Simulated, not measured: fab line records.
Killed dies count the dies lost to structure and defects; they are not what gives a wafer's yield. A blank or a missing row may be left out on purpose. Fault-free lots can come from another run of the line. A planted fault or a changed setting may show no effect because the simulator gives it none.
Which tool did it? || flow gf180mcu || 14 lots, 42 wafers sampled, at 4 steps of a route of 602

== WHAT THE GAUGES READ, wafer by wafer ==
GF_V2_OVL_MEAS_15. Usual: for V2_OVL the level is -1 nm and the standard deviation is 4.7.
{"lot": "L749", "measured": "day 20 15:23", "on": "overlay-02", "V2_OVL (nm)": "-3 -12 -16", "flag": ""}
{"lot": "L752", "measured": "day 21 07:47", "on": "overlay-01", "V2_OVL (nm)": "0 1 7", "flag": ""}
{"lot": "L753", "measured": "day 21 23:26", "on": "overlay-02", "V2_OVL (nm)": "5 4 6", "flag": ""}
{"lot": "L754", "measured": "day 22 07:29", "on": "overlay-02", "V2_OVL (nm)": "-3 -6 -3", "flag": ""}
{"lot": "L761", "measured": "day 24 13:44", "on": "overlay-02", "V2_OVL (nm)": "8 3 3", "flag": ""}
{"lot": "L763", "measured": "day 25 14:02", "on": "overlay-01", "V2_OVL (nm)": "4 -3 -7", "flag": ""}
{"lot": "L764", "measured": "day 25 23:05", "on": "overlay-01", "V2_OVL (nm)": "1 -1 6", "flag": ""}
{"lot": "L765", "measured": "day 26 00:59", "on": "overlay-02", "V2_OVL (nm)": "-6 2 -1", "flag": ""}
{"lot": "L766", "measured": "day 26 06:08", "on": "overlay-01", "V2_OVL (nm)": "-4 3 -6", "flag": ""}
{"lot": "L767", "measured": "day 26 16:05", "on": "overlay-01", "V2_OVL (nm)": "0 -2 -6", "flag": ""}
{"lot": "L768", "measured": "day 27 00:29", "on": "overlay-01", "V2_OVL (nm)": "-5 -10 3", "flag": ""}
{"lot": "L769", "measured": "day 27 06:50", "on": "overlay-01", "V2_OVL (nm)": "2 5 1", "flag": ""}
{"lot": "L770", "measured": "day 27 07:02", "on": "overlay-02", "V2_OVL (nm)": "5 1 -4", "flag": ""}
{"lot": "L771", "measured": "day 27 22:59", "on": "overlay-01", "V2_OVL (nm)": "-2 -4 2", "flag": ""}

GF_V3_THK_MEAS_01. Usual: for V3_CVD_00_THK the level is 599 nm and the standard deviation is 6.8.
{"lot": "L749", "measured": "day 21 18:49", "on": "filmMetro-03", "V3_CVD_00_THK (nm)": "596 600 596", "flag": ""}
{"lot": "L752", "measured": "day 22 09:41", "on": "filmMetro-01", "V3_CVD_00_THK (nm)": "604 601 604", "flag": ""}
{"lot": "L761", "measured": "day 25 13:44", "on": "filmMetro-01", "V3_CVD_00_THK (nm)": "589 592 589", "flag": ""}
{"lot": "L763", "measured": "day 26 13:29", "on": "filmMetro-01", "V3_CVD_00_THK (nm)": "596 599 593", "flag": ""}
{"lot": "L764", "measured": "day 26 21:40", "on": "filmMetro-03", "V3_CVD_00_THK (nm)": "603 595 605", "flag": ""}
{"lot": "L765", "measured": "day 26 23:54", "on": "filmMetro-01", "V3_CVD_00_THK (nm)": "606 596 594", "flag": ""}
{"lot": "L766", "measured": "day 27 05:07", "on": "filmMetro-03", "V3_CVD_00_THK (nm)": "604 601 603", "flag": ""}
{"lot": "L767", "measured": "day 27 14:46", "on": "filmMetro-01", "V3_CVD_00_THK (nm)": "592 594 590", "flag": ""}
{"lot": "L768", "measured": "day 27 22:46", "on": "filmMetro-04", "V3_CVD_00_THK (nm)": "597 593 593", "flag": ""}
{"lot": "L769", "measured": "day 28 05:17", "on": "filmMetro-04", "V3_CVD_00_THK (nm)": "590 594 590", "flag": ""}
{"lot": "L770", "measured": "day 28 05:13", "on": "filmMetro-03", "V3_CVD_00_THK (nm)": "600 605 608", "flag": ""}
{"lot": "L771", "measured": "day 28 20:48", "on": "filmMetro-01", "V3_CVD_00_THK (nm)": "603 597 597", "flag": ""}

== WHAT TOOL EACH LOT RAN ON (gives the tool, then ch and the chambers of the sampled wafers, and finally the start) ==
{"lot": "L749", "GF_M3_DEVELOP_13": "lithoTrack-01 ch 0, day 21 17:41", "GF_M3_STRIP_17": "plasmaAsher-02 ch 1, day 21 18:11"}
{"lot": "L752", "GF_M3_DEVELOP_13": "lithoTrack-03 ch 0, day 22 08:38", "GF_M3_STRIP_17": "plasmaAsher-01 ch 0,1, day 22 09:02"}
{"lot": "L753", "GF_M3_DEVELOP_13": "lithoTrack-03, day 23 00:35", "GF_M3_STRIP_17": "plasmaAsher-03 ch 0,1, day 23 00:59"}
{"lot": "L754", "GF_M3_DEVELOP_13": "lithoTrack-02, day 23 07:58", "GF_M3_STRIP_17": "plasmaAsher-01 ch 0,1, day 23 08:23"}
{"lot": "L761", "GF_M3_DEVELOP_13": "lithoTrack-02 ch 0, day 25 12:41", "GF_M3_STRIP_17": "plasmaAsher-03 ch 0,1, day 25 13:05"}
{"lot": "L763", "GF_M3_DEVELOP_13": "lithoTrack-02 ch 0, day 26 12:25", "GF_M3_STRIP_17": "plasmaAsher-02 ch 0,1, day 26 12:50"}
{"lot": "L764", "GF_M3_DEVELOP_13": "lithoTrack-02 ch 0, day 26 20:37", "GF_M3_STRIP_17": "plasmaAsher-01 ch 0, day 26 21:02"}
{"lot": "L765", "GF_M3_DEVELOP_13": "lithoTrack-02 ch 0, day 26 22:52", "GF_M3_STRIP_17": "plasmaAsher-02 ch 0,1, day 26 23:17"}
{"lot": "L766", "GF_M3_DEVELOP_13": "lithoTrack-03 ch 0, day 27 04:04", "GF_M3_STRIP_17": "plasmaAsher-01 ch 0,1, day 27 04:28"}
{"lot": "L767", "GF_M3_DEVELOP_13": "lithoTrack-02 ch 0, day 27 13:43", "GF_M3_STRIP_17": "plasmaAsher-02 ch 0,1, day 27 14:08"}
{"lot": "L768", "GF_M3_DEVELOP_13": "lithoTrack-02 ch 0, day 27 21:43", "GF_M3_STRIP_17": "plasmaAsher-01 ch 0,1, day 27 22:08"}
{"lot": "L769", "GF_M3_DEVELOP_13": "lithoTrack-02 ch 0, day 28 04:01", "GF_M3_STRIP_17": "plasmaAsher-03 ch 0,1, day 28 04:32"}
{"lot": "L770", "GF_M3_DEVELOP_13": "lithoTrack-01 ch 0, day 28 04:10", "GF_M3_STRIP_17": "plasmaAsher-02 ch 0,1, day 28 04:35"}
{"lot": "L771", "GF_M3_DEVELOP_13": "lithoTrack-02 ch 0, day 28 19:40", "GF_M3_STRIP_17": "plasmaAsher-03 ch 0,1, day 28 20:11"}
- GF_M3_DEVELOP_13: develop time 60 s.
- GF_M3_STRIP_17: strips in O2/N2.

== WHAT THE TOOLS THEMSELVES READ (means of the sampled wafers that have a number; where no wafer has one, the mark that the record gives instead) ==
GF_M3_DEVELOP_13. Usual: chillPlateTempC 23.00 C, standard deviation 0.1; exhaustPa 45.0 Pa, standard deviation 0.89.
{"lot": "L749", "tool": "lithoTrack-01", "chillPlateTempC (C)": 23.05, "exhaustPa (Pa)": 45.8, "flag": ""}
{"lot": "L752", "tool": "lithoTrack-03", "chillPlateTempC (C)": 23.01, "exhaustPa (Pa)": 44.4, "flag": ""}
{"lot": "L753", "tool": "lithoTrack-03", "chillPlateTempC (C)": "-", "exhaustPa (Pa)": "-", "flag": "OFF"}
{"lot": "L754", "tool": "lithoTrack-02", "chillPlateTempC (C)": "-", "exhaustPa (Pa)": "-", "flag": "OFF"}
{"lot": "L761", "tool": "lithoTrack-02", "chillPlateTempC (C)": 23.00, "exhaustPa (Pa)": 46.2, "flag": ""}
{"lot": "L763", "tool": "lithoTrack-02", "chillPlateTempC (C)": 22.95, "exhaustPa (Pa)": 44.7, "flag": ""}
{"lot": "L764", "tool": "lithoTrack-02", "chillPlateTempC (C)": 23.07, "exhaustPa (Pa)": 43.3, "flag": ""}
{"lot": "L765", "tool": "lithoTrack-02", "chillPlateTempC (C)": 22.97, "exhaustPa (Pa)": 43.9, "flag": ""}
{"lot": "L766", "tool": "lithoTrack-03", "chillPlateTempC (C)": 22.87, "exhaustPa (Pa)": 45.6, "flag": ""}
{"lot": "L767", "tool": "lithoTrack-02", "chillPlateTempC (C)": 23.18, "exhaustPa (Pa)": 45.3, "flag": ""}
{"lot": "L768", "tool": "lithoTrack-02", "chillPlateTempC (C)": 22.99, "exhaustPa (Pa)": 46.0, "flag": ""}
{"lot": "L769", "tool": "lithoTrack-02", "chillPlateTempC (C)": 22.99, "exhaustPa (Pa)": 44.6, "flag": ""}
{"lot": "L770", "tool": "lithoTrack-01", "chillPlateTempC (C)": 22.94, "exhaustPa (Pa)": 44.1, "flag": ""}
{"lot": "L771", "tool": "lithoTrack-02", "chillPlateTempC (C)": 23.03, "exhaustPa (Pa)": 45.5, "flag": ""}

GF_M3_STRIP_17. Usual: chamberPressureMTorr 1500.0 mTorr (standard deviation 1.3); drypumpMotorCurrentA 5.8 A (standard deviation 0.61); heaterPowerW 330 W (standard deviation 23); n2FlowSccm 300.1 sccm (standard deviation 0.86); o2FlowSccm 2999 sccm (standard deviation 9.3); oesProductAu 0.558 a.u. (standard deviation 0.0055); stripTimeToEndpointS 7.87 s (standard deviation 0.045).
{"lot": "L749", "tool": "plasmaAsher-02", "chamberPressureMTorr (mTorr)": 1499.6, "drypumpMotorCurrentA (A)": 6.4, "heaterPowerW (W)": 309, "n2FlowSccm (sccm)": 299.4, "o2FlowSccm (sccm)": 2996, "oesProductAu (a.u.)": 0.559, "stripTimeToEndpointS (s)": 7.86, "flag": ""}
{"lot": "L752", "tool": "plasmaAsher-01", "chamberPressureMTorr (mTorr)": 1499.0, "drypumpMotorCurrentA (A)": 6.1, "heaterPowerW (W)": 354, "n2FlowSccm (sccm)": 301.2, "o2FlowSccm (sccm)": 3005, "oesProductAu (a.u.)": 0.553, "stripTimeToEndpointS (s)": 7.84, "flag": ""}
{"lot": "L753", "tool": "plasmaAsher-03", "chamberPressureMTorr (mTorr)": 1500.0, "drypumpMotorCurrentA (A)": 5.4, "heaterPowerW (W)": 342, "n2FlowSccm (sccm)": 299.9, "o2FlowSccm (sccm)": 3008, "oesProductAu (a.u.)": 0.563, "stripTimeToEndpointS (s)": 7.98, "flag": ""}
{"lot": "L754", "tool": "plasmaAsher-01", "chamberPressureMTorr (mTorr)": 1499.1, "drypumpMotorCurrentA (A)": 5.5, "heaterPowerW (W)": 326, "n2FlowSccm (sccm)": 300.1, "o2FlowSccm (sccm)": 2992, "oesProductAu (a.u.)": 0.559, "stripTimeToEndpointS (s)": 7.97, "flag": ""}
{"lot": "L761", "tool": "plasmaAsher-03", "chamberPressureMTorr (mTorr)": 1500.7, "drypumpMotorCurrentA (A)": 5.4, "heaterPowerW (W)": 341, "n2FlowSccm (sccm)": 299.9, "o2FlowSccm (sccm)": 3003, "oesProductAu (a.u.)": 0.558, "stripTimeToEndpointS (s)": 7.88, "flag": ""}
{"lot": "L763", "tool": "plasmaAsher-02", "chamberPressureMTorr (mTorr)": 1500.6, "drypumpMotorCurrentA (A)": 6.1, "heaterPowerW (W)": 311, "n2FlowSccm (sccm)": 299.4, "o2FlowSccm (sccm)": 2998, "oesProductAu (a.u.)": 0.557, "stripTimeToEndpointS (s)": 7.91, "flag": ""}
{"lot": "L764", "tool": "plasmaAsher-01", "chamberPressureMTorr (mTorr)": 1499.3, "drypumpMotorCurrentA (A)": 6.7, "heaterPowerW (W)": 371, "n2FlowSccm (sccm)": 300.0, "o2FlowSccm (sccm)": 2991, "oesProductAu (a.u.)": 0.558, "stripTimeToEndpointS (s)": 7.87, "flag": ""}
{"lot": "L765", "tool": "plasmaAsher-02", "chamberPressureMTorr (mTorr)": 1499.4, "drypumpMotorCurrentA (A)": 6.2, "heaterPowerW (W)": 311, "n2FlowSccm (sccm)": 299.4, "o2FlowSccm (sccm)": 3006, "oesProductAu (a.u.)": 0.562, "stripTimeToEndpointS (s)": 7.91, "flag": ""}
{"lot": "L766", "tool": "plasmaAsher-01", "chamberPressureMTorr (mTorr)": 1500.0, "drypumpMotorCurrentA (A)": 6.1, "heaterPowerW (W)": 352, "n2FlowSccm (sccm)": 299.6, "o2FlowSccm (sccm)": 3001, "oesProductAu (a.u.)": 0.557, "stripTimeToEndpointS (s)": 7.86, "flag": ""}
{"lot": "L767", "tool": "plasmaAsher-02", "chamberPressureMTorr (mTorr)": 1500.8, "drypumpMotorCurrentA (A)": 6.2, "heaterPowerW (W)": 311, "n2FlowSccm (sccm)": 300.3, "o2FlowSccm (sccm)": 3006, "oesProductAu (a.u.)": 0.560, "stripTimeToEndpointS (s)": 7.95, "flag": ""}
{"lot": "L768", "tool": "plasmaAsher-01", "chamberPressureMTorr (mTorr)": 1500.8, "drypumpMotorCurrentA (A)": 5.6, "heaterPowerW (W)": 330, "n2FlowSccm (sccm)": 299.8, "o2FlowSccm (sccm)": 3004, "oesProductAu (a.u.)": 0.557, "stripTimeToEndpointS (s)": 7.92, "flag": ""}
{"lot": "L769", "tool": "plasmaAsher-03", "chamberPressureMTorr (mTorr)": 1500.3, "drypumpMotorCurrentA (A)": 5.5, "heaterPowerW (W)": 330, "n2FlowSccm (sccm)": 299.9, "o2FlowSccm (sccm)": 2993, "oesProductAu (a.u.)": 0.555, "stripTimeToEndpointS (s)": 7.80, "flag": ""}
{"lot": "L770", "tool": "plasmaAsher-02", "chamberPressureMTorr (mTorr)": 1500.8, "drypumpMotorCurrentA (A)": 6.1, "heaterPowerW (W)": 309, "n2FlowSccm (sccm)": 300.1, "o2FlowSccm (sccm)": 2988, "oesProductAu (a.u.)": 0.558, "stripTimeToEndpointS (s)": 7.91, "flag": ""}
{"lot": "L771", "tool": "plasmaAsher-03", "chamberPressureMTorr (mTorr)": 1501.4, "drypumpMotorCurrentA (A)": 5.4, "heaterPowerW (W)": 340, "n2FlowSccm (sccm)": 300.0, "o2FlowSccm (sccm)": 3002, "oesProductAu (a.u.)": 0.553, "stripTimeToEndpointS (s)": 7.85, "flag": ""}

== THE ANSWER, worked out from the rows above alone ==
Rule: a lot is off if the mean of its wafers that have a number lies more than 3 standard deviations from the usual mean. Also off: a lot with no number at a reading for which 4 or more lots have one. Where the step has rows for the other lots, those lots are counted as sound. First the gauges in route order, then the tools' own readings, where a lot's mean is used as printed above. At the first step where some lot is off, the reading lying furthest off is the one used; lots without a number count as furthest.
Off: L753, L754 (GF_M3_DEVELOP_13, chillPlateTempC). Without a number there: L753, L754.
If a tool, at that step or one of the process steps before it, ran each lot that is off and ran no sound lot following the first of them, it fits. Not one of the candidates tried fits.

== WHAT WAS PUT IN BY THE SIMULATOR ==
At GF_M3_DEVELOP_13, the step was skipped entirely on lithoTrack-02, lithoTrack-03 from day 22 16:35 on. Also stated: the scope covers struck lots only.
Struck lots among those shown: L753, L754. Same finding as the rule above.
